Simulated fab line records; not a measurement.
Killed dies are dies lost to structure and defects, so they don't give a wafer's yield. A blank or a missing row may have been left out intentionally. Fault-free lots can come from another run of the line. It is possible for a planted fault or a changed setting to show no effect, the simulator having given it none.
A lot that was struck, set against a sound lot    flow sfq_line    15 steps out of a route of 325
Sound: the wafers L299.3, L299.4, L299.6. Struck: wafer L305.2. (L305.1, L305.3 of the same lot were not struck and are left out.) The cause comes at the end.
Order at every step that has rows: each side's tool, ch and its chambers, its first start. Under that, the readings that differ: sound wafers    struck wafers    difference of the means    sigmas: that difference in standard deviations of wafers without a fault.
alike: same words and numbers on both sides, and readings whose means sit less than 2 such deviations apart. not compared: any withheld reading, any reading some wafer has no value for, any bound like >300 that may hide the same value, and any number with overlapping values for which the record gives no deviation.
A row with sigmas, a row that says differs or no value, or rows on one side alone: a step with any of these is where the two part. Numbers that don't overlap but have no deviation are shown without sigmas and don't part them. Lack of a reading on every wafer of one side parts them only where that side has two or more wafers.

SFQ_TRILAYER_JJ_CE_BARC_OPEN_RIE_150: chemistry O2, target BARC, target depth 240 nm, time 80 s.
  sound on rie_metal-04 ch 0,1, day 62 19:04; struck on rie_metal-01 ch 1, day 68 14:11
reading                 sound  struck  difference                    sigmas
rf_hours_counter_h (h)  - - -  50      no value on the sound wafers  
  alike: drypump_motor_current_A, oes_product_au
SFQ_TRILAYER_JJ_CE_ETCH_RIE_118: chemistry SF6, target Nb, stops on Al2O3, time 97.7 s, target depth 170 nm.
  sound on rie_metal-04 ch 0,1, day 62 19:10; struck on rie_metal-01 ch 1, day 68 14:17
reading                 sound  struck  difference                    sigmas
rf_hours_counter_h (h)  - - -  50      no value on the sound wafers  
  alike: drypump_motor_current_A, oes_product_au
after that, 1 step had no rows for these wafers: SFQ_TRILAYER_JJ_ANODIZE_ANODIZE_119.
SFQ_TRILAYER_JJ_CE_STRIP_STRIP_120: strips in O2.
  sound on rie_metal-03 ch 0,1, day 62 19:56; struck on rie_metal-04 ch 0, day 68 14:53
reading                 sound  struck  difference                    sigmas
rf_hours_counter_h (h)  - - -  10      no value on the sound wafers  
  alike: drypump_motor_current_A, oes_product_au
then, 7 steps without rows for these wafers: SFQ_TRILAYER_JJ_CE_STRIP_SOLV_CLEAN_121 (cleans in NMP, time 600 s); SFQ_TRILAYER_M5_LITHO_COAT_128 (resist thk 62 nm); SFQ_TRILAYER_M5_LITHO_COAT_123 (resist thk 600 nm); SFQ_TRILAYER_M5_LITHO_SOFTBAKE_127; SFQ_TRILAYER_M5_LITHO_EXPOSE_124 (exposes mask M5, target cd 700 nm); SFQ_TRILAYER_M5_LITHO_PEB_126 (peb time 60 s); SFQ_TRILAYER_M5_LITHO_DEVELOP_125 (time 60 s).
-- the record jumps here: 3 days lie between the struck wafers' starts before and after --
SFQ_M5_OVL_MEAS_932:
  sound: overlay-01 at day 67 09:16; struck: overlay-02 at day 71 09:49
reading      sound      struck  difference  sigmas
M5_OVL (nm)  -7 -7 -10  5       +13         +2
SFQ_TRILAYER_M5_BARC_OPEN_METAL_ETCH_161: etches BARC in O2, target depth 125 nm, time 41.7 s.
  sound on rie_metal-04 ch 0,1, day 67 09:18; struck on rie_metal-03 ch 1, day 71 10:18
reading                                              sound              struck  difference                    sigmas
rf_hours_counter_h (h)                               - - -              83      no value on the sound wafers  
model.KrF_of_TRILAYER_M5_LITHO_COAT_123.thk_nm (nm)  524.1 523.7 523.2  531.5   +7.8                          
  alike: drypump_motor_current_A, oes_product_au
SFQ_TRILAYER_M5_ETCH_METAL_ETCH_126: etches Nb in Cl2/BCl3, stops on SiO2, time 203.2 s, target depth 265 nm.
  sound on rie_metal-04 ch 0,1, day 67 09:25; struck on rie_metal-03 ch 1, day 71 10:22
reading                                              sound              struck  difference                    sigmas
oes_product_au (a.u.)                                0.724 0.731 0.729  0.715   -0.013                        -2
rf_hours_counter_h (h)                               - - -              83      no value on the sound wafers  
model.KrF_of_TRILAYER_M5_LITHO_COAT_123.thk_nm (nm)  370.7 371.8 370.5  379.3   +8.3                          
  alike: drypump_motor_current_A
SFQ_TRILAYER_M5_STRIP_STRIP_127: strips in O2.
  sound on rie_metal-04 ch 0,1, day 67 09:44; struck on rie_metal-03 ch 1, day 71 10:34
reading                 sound  struck  difference                    sigmas
rf_hours_counter_h (h)  - - -  83      no value on the sound wafers  
  alike: drypump_motor_current_A, oes_product_au

## WHERE THEY PART
Earliest at SFQ_TRILAYER_JJ_CE_BARC_OPEN_RIE_150; latest, in this record, at SFQ_TRILAYER_M5_STRIP_STRIP_127.

WHY: what the simulator had put in
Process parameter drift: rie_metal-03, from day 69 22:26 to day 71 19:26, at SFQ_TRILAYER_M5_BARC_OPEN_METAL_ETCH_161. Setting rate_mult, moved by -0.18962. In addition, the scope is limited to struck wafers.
